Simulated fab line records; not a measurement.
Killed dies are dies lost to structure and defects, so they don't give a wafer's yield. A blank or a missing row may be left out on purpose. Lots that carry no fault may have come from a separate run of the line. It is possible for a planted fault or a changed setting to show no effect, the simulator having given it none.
Check of tool commonality :: flow gf180mcu :: Sampled: 12 lots, 36 wafers

REASON IT WAS OPENED
Of 12 lots, 2 have the reading NSD_TW flagged at GF_NSD_TW_MEAS_12. Fault-free wafers read 4199, with a standard deviation of 29.
Rule: a lot is flagged when every wafer of it that has a number lies more than 4 standard deviations from that mean, or none has a number. The rest of the lots are taken to be sound.

lot: L373
measured: day 14 05:43
on: film metro-02
NSD_TW, wafer by wafer: 4264 4253 4235
flag: 

lot: L374
measured: day 14 14:31
on: film metro-04
NSD_TW, wafer by wafer: 4175 4164 4168
flag: 

lot: L378
measured: day 16 03:42
on: film metro-04
NSD_TW, wafer by wafer: 4432 4426 4413
flag: FLAGGED

lot: L380
measured: day 16 23:49
on: film metro-01
NSD_TW, wafer by wafer: 4488 4469 4457
flag: FLAGGED

lot: L383
measured: day 18 07:40
on: film metro-04
NSD_TW, wafer by wafer: 4160 4178 4137
flag: 

lot: L384
measured: day 18 11:43
on: film metro-04
NSD_TW, wafer by wafer: 4162 4179 4168
flag: 

lot: L386
measured: day 19 02:25
on: film metro-01
NSD_TW, wafer by wafer: 4216 4222 4215
flag: 

lot: L387
measured: day 19 16:01
on: film metro-01
NSD_TW, wafer by wafer: 4210 4196 4188
flag: 

lot: L389
measured: day 19 19:40
on: film metro-01
NSD_TW, wafer by wafer: 4201 4217 4208
flag: 

lot: L390
measured: day 20 05:10
on: film metro-01
NSD_TW, wafer by wafer: 4191 4214 4198
flag: 

lot: L391
measured: day 20 10:30
on: film metro-02
NSD_TW, wafer by wafer: 4217 4229 4215
flag: 

lot: L393
measured: day 21 03:19
on: film metro-01
NSD_TW, wafer by wafer: 4218 4218 4220
flag: 
The numbers of the flagged lots are 4448 on average: +248 against the usual, or +9 standard deviations.

TOOL THAT RAN EACH LOT
The record holds 3 process steps before the reading, out of a route of 602 steps. Every cell lists first the tool, next ch and the chambers used by the sampled wafers, and last the start.
lot: L373
flag: 
GF_HV_LDD_STRIP_22: plasma asher-01 ch 0,1, day 11 12:08
GF_NSD_IMPLANT_09: implanter-03 ch 0, day 14 05:21
GF_NSD_STRIP_11: plasma asher-02 ch 0,1, day 14 05:38

lot: L374
flag: 
GF_HV_LDD_STRIP_22: plasma asher-02 ch 1, day 11 21:30
GF_NSD_IMPLANT_09: implanter-03 ch 0, day 14 14:07
GF_NSD_STRIP_11: plasma asher-02 ch 0,1, day 14 14:24

lot: L378
flag: FLAGGED
GF_HV_LDD_STRIP_22: plasma asher-01 ch 0,1, day 13 07:56
GF_NSD_IMPLANT_09: implanter-02 ch 0, day 16 03:21
GF_NSD_STRIP_11: plasma asher-03 ch 0,1, day 16 03:37

lot: L380
flag: FLAGGED
GF_HV_LDD_STRIP_22: plasma asher-02 ch 0,1, day 14 02:01
GF_NSD_IMPLANT_09: implanter-02 ch 0, day 16 23:25
GF_NSD_STRIP_11: plasma asher-03 ch 0,1, day 16 23:43

lot: L383
flag: 
GF_HV_LDD_STRIP_22: plasma asher-04 ch 0,1, day 15 06:39
GF_NSD_IMPLANT_09: implanter-01 ch 0, day 18 07:18
GF_NSD_STRIP_11: plasma asher-02 ch 0,1, day 18 07:35

lot: L384
flag: 
GF_HV_LDD_STRIP_22: plasma asher-01 ch 1, day 15 10:44
GF_NSD_IMPLANT_09: implanter-03 ch 0, day 18 11:19
GF_NSD_STRIP_11: plasma asher-03 ch 0,1, day 18 11:36

lot: L386
flag: 
GF_HV_LDD_STRIP_22: plasma asher-02 ch 0,1, day 16 01:00
GF_NSD_IMPLANT_09: implanter-01 ch 0, day 19 02:01
GF_NSD_STRIP_11: plasma asher-02 ch 0,1, day 19 02:19

lot: L387
flag: 
GF_HV_LDD_STRIP_22: plasma asher-01 ch 0,1, day 16 13:50
GF_NSD_IMPLANT_09: implanter-02 ch 0, day 19 15:38
GF_NSD_STRIP_11: plasma asher-04 ch 0,1, day 19 15:56

lot: L389
flag: 
GF_HV_LDD_STRIP_22: plasma asher-01 ch 0,1, day 16 17:17
GF_NSD_IMPLANT_09: implanter-03 ch 0, day 19 19:17
GF_NSD_STRIP_11: plasma asher-02 ch 0,1, day 19 19:35

lot: L390
flag: 
GF_HV_LDD_STRIP_22: plasma asher-01 ch 0,1, day 17 01:38
GF_NSD_IMPLANT_09: implanter-02 ch 0, day 20 04:46
GF_NSD_STRIP_11: plasma asher-03 ch 0,1, day 20 05:04

lot: L391
flag: 
GF_HV_LDD_STRIP_22: plasma asher-04 ch 0,1, day 17 07:34
GF_NSD_IMPLANT_09: implanter-02 ch 0, day 20 10:07
GF_NSD_STRIP_11: plasma asher-02 ch 0,1, day 20 10:23

lot: L393
flag: 
GF_HV_LDD_STRIP_22: plasma asher-01 ch 0,1, day 17 23:23
GF_NSD_IMPLANT_09: implanter-02 ch 0, day 21 02:56
GF_NSD_STRIP_11: plasma asher-04 ch 0,1, day 21 03:14
What is done by these steps:
- GF_HV_LDD_STRIP_22: strips in O2/N2.
- GF_NSD_IMPLANT_09
- GF_NSD_STRIP_11: strips in O2/N2.
- GF_NSD_TW_MEAS_12

FLAGGED OVER TOTAL, TOOL BY TOOL (the gauges that took the reading come last)
step: GF_HV_LDD_STRIP_22
tool: plasma asher-01
lots run: 7
flagged: 1
share of the flagged lots: some
sound lots run after its first flagged lot: 5 (L384,L387,L389,L390,L393)

step: GF_HV_LDD_STRIP_22
tool: plasma asher-02
lots run: 3
flagged: 1
share of the flagged lots: some
sound lots run after its first flagged lot: 1 (L386)

step: GF_HV_LDD_STRIP_22
tool: plasma asher-04
lots run: 2
flagged: 0
share of the flagged lots: none
sound lots run after its first flagged lot: -

step: GF_NSD_IMPLANT_09
tool: implanter-01
lots run: 2
flagged: 0
share of the flagged lots: none
sound lots run after its first flagged lot: -

step: GF_NSD_IMPLANT_09
tool: implanter-02
lots run: 6
flagged: 2
share of the flagged lots: all
sound lots run after its first flagged lot: 4 (L387,L390,L391,L393)

step: GF_NSD_IMPLANT_09
tool: implanter-03
lots run: 4
flagged: 0
share of the flagged lots: none
sound lots run after its first flagged lot: -

step: GF_NSD_STRIP_11
tool: plasma asher-02
lots run: 6
flagged: 0
share of the flagged lots: none
sound lots run after its first flagged lot: -

step: GF_NSD_STRIP_11
tool: plasma asher-03
lots run: 4
flagged: 2
share of the flagged lots: all
sound lots run after its first flagged lot: 2 (L384,L390)

step: GF_NSD_STRIP_11
tool: plasma asher-04
lots run: 2
flagged: 0
share of the flagged lots: none
sound lots run after its first flagged lot: -

step: GF_NSD_TW_MEAS_12
tool: film metro-01
lots run: 6
flagged: 1
share of the flagged lots: some
sound lots run after its first flagged lot: 5 (L386,L387,L389,L390,L393)

step: GF_NSD_TW_MEAS_12
tool: film metro-02
lots run: 2
flagged: 0
share of the flagged lots: none
sound lots run after its first flagged lot: -

step: GF_NSD_TW_MEAS_12
tool: film metro-04
lots run: 4
flagged: 1
share of the flagged lots: some
sound lots run after its first flagged lot: 2 (L383,L384)

WHAT IS ALLOWED BY THE TABLE
In 2 table rows, all flagged lots were run: implanter-02 (GF_NSD_IMPLANT_09), plasma asher-03 (GF_NSD_STRIP_11).
- implanter-02 at GF_NSD_IMPLANT_09 ran 6 lots, 2 of them flagged. Lots that were sound ran on it after the first flagged one (L387, L390, L391, L393); a persistent fault on the entire tool would not allow that. Its own readings (beam energy keV) fall more than 4 standard deviations out on all wafers of the flagged lots.
- plasma asher-03 at GF_NSD_STRIP_11 ran 4 lots, 2 of them flagged. Lots that were sound ran on it after the first flagged one (L384, L390); a persistent fault on the entire tool would not allow that. Its own readings (oes product au, strip time to endpoint s) fall more than 4 standard deviations out on all wafers of the flagged lots.
Not one row of the table ran every flagged lot while running no sound lot after the first.

WHAT THE SIMULATOR HAD PUT IN
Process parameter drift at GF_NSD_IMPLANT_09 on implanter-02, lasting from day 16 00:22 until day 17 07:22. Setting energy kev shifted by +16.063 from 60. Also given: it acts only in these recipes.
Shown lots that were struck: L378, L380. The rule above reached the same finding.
